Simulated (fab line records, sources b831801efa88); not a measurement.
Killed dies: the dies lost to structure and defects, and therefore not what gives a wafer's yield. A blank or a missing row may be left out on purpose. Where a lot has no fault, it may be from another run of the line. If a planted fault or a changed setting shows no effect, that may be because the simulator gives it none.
8D (eight disciplines) problem report, filled in by code | flow sky130 | the parts of the form that need people (team, actions taken, sign-off) are left out

== 1. WHAT WENT WRONG ==
CONTACT_CVD_00_THK at SKY_CONTACT_THK_MEAS_01 reads a mean of 91.9 nm on 1 wafer of 1 lot; wafers without a fault read 74.8 nm with a standard deviation of 0.92. Measured from the usual mean, that is +19 standard deviations.
Seen first at day 35 12:41 on film-metro-02, wafer L706.4. The record has a number at this step for 39 wafers belonging to 13 lots. By rule, "out" or "out of limits" means more than 4 standard deviations away from the usual mean. All remaining wafers that have a number are taken as sound.

== 2. WHAT IT IS; WHAT IT IS NOT ==
question                    | is                 | is not
which readings at this step | CONTACT_CVD_00_THK | -
which lots                  | L706               | L690, L693, L694, L695, L697, L698, L699, L700, L709, L711, L712, L713
which wafers of those lots  | L706.4             | L706.2, L706.6
read on which gauges        | film-metro-02      | film-metro-01, film-metro-04
when                        | from day 35 12:41  | up to then (26 sound wafers); but 12 sound wafers of L709, L711, L712, L713 came after

== 3. WHAT RULES OUT EACH SUSPECT ==
Counting: if a tool at a process step up to the reading ran every lot that is out, it stays a suspect. Sound lots after the first of them don't rule it out here, since some wafers of a struck lot are sound.
- the gauge at SKY_CONTACT_THK_MEAS_01 is ruled out. All the wafers that are out were read on film-metro-02, but those of them that SKY_CONTACT_ETCH_18 has rows for are out there too, on other tools.
- pecvd-03 at SKY_CONTACT_CVD_00 (deposits Si3N4, target thk 75 nm): kept. The lot that is out, L706, ran on it at day 35 12:38; the last sound lot it ran before that was L698, at day 33 07:14.
- At SKY_CONTACT_CVD_00 on pecvd-03, chamber 2 took the sound wafers of the same lots and chamber 0 took the wafers that are out.
Left after counting: pecvd-03 at SKY_CONTACT_CVD_00.

== 4. THE CAUSE (what the simulator had put in) ==
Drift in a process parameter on pecvd-03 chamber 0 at SKY_CONTACT_CVD_00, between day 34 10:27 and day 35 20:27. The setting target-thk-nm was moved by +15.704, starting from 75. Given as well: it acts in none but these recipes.
Counting left only this tool.

== 5. THE EFFECT CHAIN, in route order ==
Each row: a reading where the mean over the struck wafers with a number is more than 3 standard deviations away from the usual. Only readings for which the record gives a usual standard deviation are gone through. hours: the time from each lot's start at the first step in this table that gives one to its start at this step, as a median over the lots. sigmas: the change in usual standard deviations.
hours | step                    | reading            | usual      | on struck wafers | change | sigmas
0     | SKY_CONTACT_THK_MEAS_01 | CONTACT_CVD_00_THK | 74.8 nm    | 91.9             | +17.1  | +19
-     | SKY_CONTACT_ETCH_18     | oes-product-au     | 0.854 a.u. | 0.963            | +0.109 | +16
The process steps in it:
- SKY_CONTACT_ETCH_18: etches Si3N4 in CHF3/O2, stops on TiN, time 39 s, target depth 75 nm.

== 6. HOW IT WOULD HAVE BEEN CAUGHT EARLIER ==
26 hours passed between the start of the fault at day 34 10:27 and the first reading out of limits at a measuring or inspecting step in this record, taken at day 35 12:41.
Of the tool readings at SKY_CONTACT_CVD_00 for which the record gives a usual standard deviation, none was out on any struck wafer, so an alarm limit of 4 standard deviations on them would not have fired.
Each of the lots that are out, 1 in all, had begun SKY_CONTACT_CVD_00 on pecvd-03 no later than day 35 12:41. Tool hold at that time: it would have spared none of them.
